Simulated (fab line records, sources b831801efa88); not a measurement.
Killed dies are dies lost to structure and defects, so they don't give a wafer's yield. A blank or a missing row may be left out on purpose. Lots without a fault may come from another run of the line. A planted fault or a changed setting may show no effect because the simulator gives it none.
Which tool did it? | flow gf180mcu | 24 lots, 72 wafers sampled, at 4 steps of a route of 602

WHAT THE GAUGES READ, wafer by wafer
GF_POLY_GATE_THK_MEAS_01.
lot  | measured     | on            | POLY_GATE_CVD_00_THK (nm)
L074 | day 8 11:24  | film_metro-01 | 201.4 202.2 202.8
L075 | day 8 14:40  | film_metro-02 | 199.4 198.6 199.6
L076 | day 8 21:53  | film_metro-03 | 203.6 201.7 201.6
L077 | day 9 04:56  | film_metro-03 | 201.7 201.8 201.9
L078 | day 9 13:00  | film_metro-01 | 200.4 202.5 201.6
L079 | day 9 21:01  | film_metro-02 | 196.7 198.1 196.8
L080 | day 10 05:11 | film_metro-02 | 201.2 201.0 201.6
L081 | day 10 15:32 | film_metro-02 | 200.6 201.5 202.9
L082 | day 10 19:59 | film_metro-01 | 199.8 201.1 200.5
L083 | day 11 00:31 | film_metro-01 | 199.6 201.1 200.4
L084 | day 11 12:22 | film_metro-02 | 201.6 201.5 201.2
L085 | day 12 00:53 | film_metro-03 | 204.2 203.3 202.8
L086 | day 12 11:43 | film_metro-03 | 199.4 201.2 199.4
L087 | day 12 13:16 | film_metro-02 | 203.2 203.6 203.4
L088 | day 12 18:06 | film_metro-02 | 205.2 205.3 204.7
L089 | day 13 03:11 | film_metro-03 | 201.7 201.5 201.4
L090 | day 13 06:41 | film_metro-03 | 206.2 203.9 204.2
L091 | day 13 18:32 | film_metro-03 | 203.5 202.0 203.5
L092 | day 13 21:31 | film_metro-01 | 200.4 201.4 201.6
L093 | day 13 23:23 | film_metro-02 | 202.7 200.7 203.1
L094 | day 14 05:53 | film_metro-01 | 200.9 202.1 201.2
L095 | day 14 10:37 | film_metro-01 | 200.4 199.8 199.9
L096 | day 14 19:33 | film_metro-02 | 198.6 197.7 197.1
L097 | day 15 03:36 | film_metro-02 | 199.6 199.4 200.9

GF_M1_OVL_MEAS_15.
lot  | measured     | on         | M1_OVL (nm)
L074 | day 17 01:49 | overlay-01 | -7 -7 -8
L075 | day 17 05:43 | overlay-02 | -6 -3 -2
L076 | day 17 16:37 | overlay-02 | 1 8 7
L077 | day 18 00:02 | overlay-02 | 6 -1 -5
L078 | day 18 12:32 | overlay-01 | 4 -1 -4
L079 | day 19 04:34 | overlay-02 | 3 4 2
L080 | day 19 12:23 | overlay-01 | -3 -3 -7
L081 | day 20 00:02 | overlay-01 | -7 -6 -7
L082 | day 20 04:08 | overlay-01 | 2 -4 -1
L083 | day 20 11:58 | overlay-02 | 2 7 4
L084 | day 21 02:34 | overlay-02 | -3 -2 0
L085 | day 21 18:58 | overlay-02 | -3 -4 -4
L086 | day 22 07:20 | overlay-02 | 5 1 1
L087 | day 22 10:32 | overlay-02 | -5 -4 -5
L088 | day 22 14:16 | overlay-01 | 0 -6 -1
L089 | day 23 00:04 | overlay-01 | -15 -9 -7
L090 | day 23 03:40 | overlay-02 | -8 -4 -6
L091 | day 23 15:47 | overlay-01 | 0 3 -1
L092 | day 23 20:40 | overlay-02 | 6 10 6
L093 | day 23 21:45 | overlay-02 | 2 2 4
L094 | day 24 06:28 | overlay-01 | -3 -5 -2
L095 | day 24 10:58 | overlay-01 | 4 -1 0
L096 | day 24 20:14 | overlay-01 | -8 -6 -7
L097 | day 25 01:55 | overlay-01 | -3 -3 2

GF_V1_THK_MEAS_25: measures by xrf.
lot  | measured     | on            | V1_W_THK (nm)
L074 | day 18 03:10 | film_metro-03 | 352 344 351
L075 | day 18 07:24 | film_metro-03 | 345 350 344
L076 | day 18 18:59 | film_metro-02 | 351 354 352
L077 | day 19 02:16 | film_metro-02 | 350 347 350
L078 | day 19 14:43 | film_metro-03 | 342 344 340
L079 | day 20 07:07 | film_metro-02 | 347 346 345
L080 | day 20 14:44 | film_metro-02 | 346 350 345
L081 | day 21 02:01 | film_metro-02 | 360 359 356
L082 | day 21 06:43 | film_metro-04 | 342 341 346
L083 | day 21 14:25 | film_metro-02 | 352 353 350
L084 | day 22 03:42 | film_metro-04 | 347 343 346
L085 | day 22 20:42 | film_metro-04 | 338 343 343
L086 | day 23 08:56 | film_metro-02 | 355 353 352
L087 | day 23 11:58 | film_metro-04 | 345 343 344
L088 | day 23 15:12 | film_metro-04 | 344 340 345
L089 | day 24 01:11 | film_metro-03 | 350 350 349
L090 | day 24 04:51 | film_metro-03 | 346 353 354
L091 | day 24 16:13 | film_metro-02 | 350 354 350
L092 | day 24 20:53 | film_metro-04 | 346 344 347
L093 | day 24 22:30 | film_metro-02 | 349 351 353
L094 | day 25 06:43 | film_metro-03 | 345 352 357
L095 | day 25 11:08 | film_metro-03 | 345 348 345
L096 | day 25 20:28 | film_metro-03 | 358 350 356
L097 | day 26 01:43 | film_metro-02 | 352 349 347

GF_M2_CD_MEAS_14: target cd 280 nm.
lot  | measured     | on        | cd_nm (nm)
L074 | day 19 03:23 | cd_sem-01 | 278.6 279.9 280.1
L075 | day 19 08:04 | cd_sem-02 | 283.6 283.6 283.5
L076 | day 19 19:27 | cd_sem-02 | 281.2 281.6 281.7
L077 | day 20 02:44 | cd_sem-02 | 279.9 280.2 280.2
L078 | day 20 14:31 | cd_sem-02 | 280.7 281.3 280.0
L079 | day 21 07:50 | cd_sem-02 | 281.6 280.4 281.0
L080 | day 21 14:49 | cd_sem-02 | 280.6 279.2 280.6
L081 | day 22 00:58 | cd_sem-01 | 279.1 278.8 278.2
L082 | day 22 06:48 | cd_sem-01 | 280.3 281.6 280.4
L083 | day 22 14:28 | cd_sem-01 | 278.4 278.5 279.5
L084 | day 23 02:54 | cd_sem-01 | 278.7 278.3 278.0
L085 | day 23 19:18 | cd_sem-02 | 281.1 281.4 280.6
L086 | day 24 08:06 | cd_sem-01 | 279.6 280.1 278.5
L087 | day 24 11:02 | cd_sem-02 | 280.5 280.3 280.4
L088 | day 24 14:04 | cd_sem-01 | 280.5 281.7 280.9
L089 | day 25 00:14 | cd_sem-01 | 278.1 278.7 280.1
L090 | day 25 03:06 | cd_sem-01 | 279.0 280.1 279.2
L091 | day 25 14:23 | cd_sem-02 | 278.2 279.7 278.2
L092 | day 25 18:50 | cd_sem-02 | 280.5 281.0 280.9
L093 | day 25 20:38 | cd_sem-02 | 279.6 279.8 278.5
L094 | day 26 03:59 | cd_sem-01 | 279.8 280.2 278.2
L095 | day 26 08:22 | cd_sem-01 | 279.0 279.4 280.2
L096 | day 26 18:02 | cd_sem-02 | 281.0 280.3 279.6
L097 | day 26 22:26 | cd_sem-02 | 279.8 278.8 280.0

WHICH TOOL RAN EACH LOT (tool, then ch and the chambers of the sampled wafers, then the start)
The record holds no process step before these readings.

WHAT THE TOOLS THEMSELVES READ (means of the sampled wafers that have a number; where no wafer has one, the mark that the record gives instead)
The record holds no such reading with a usual standard deviation.

THE ANSWER, worked out from the rows above alone
Rule: what is usual is taken from the lots themselves. Put in order of their means at a reading, lots are off if they are a third of the lots or fewer, leave a main group of 4 or more, and stand apart from it by a gap of 3 or more times the standard deviation of the main group's means; of several such gaps the widest counts. A main group whose means are all the same, to the digits that the tables above print for the reading, isn't used. A lot without any number at a reading at which 4 lots or more have one is off too. The other lots that the step has rows for count as sound. The gauges are gone through in route order, then the tools' own readings, and for those a lot's mean is taken as printed above. The first step at which some lot is off is used, and at that step the reading that is off furthest; a lot without a number counts as furthest.
No lot is off at any reading shown: from this, nothing can be told.

WHAT THE SIMULATOR HAD PUT IN
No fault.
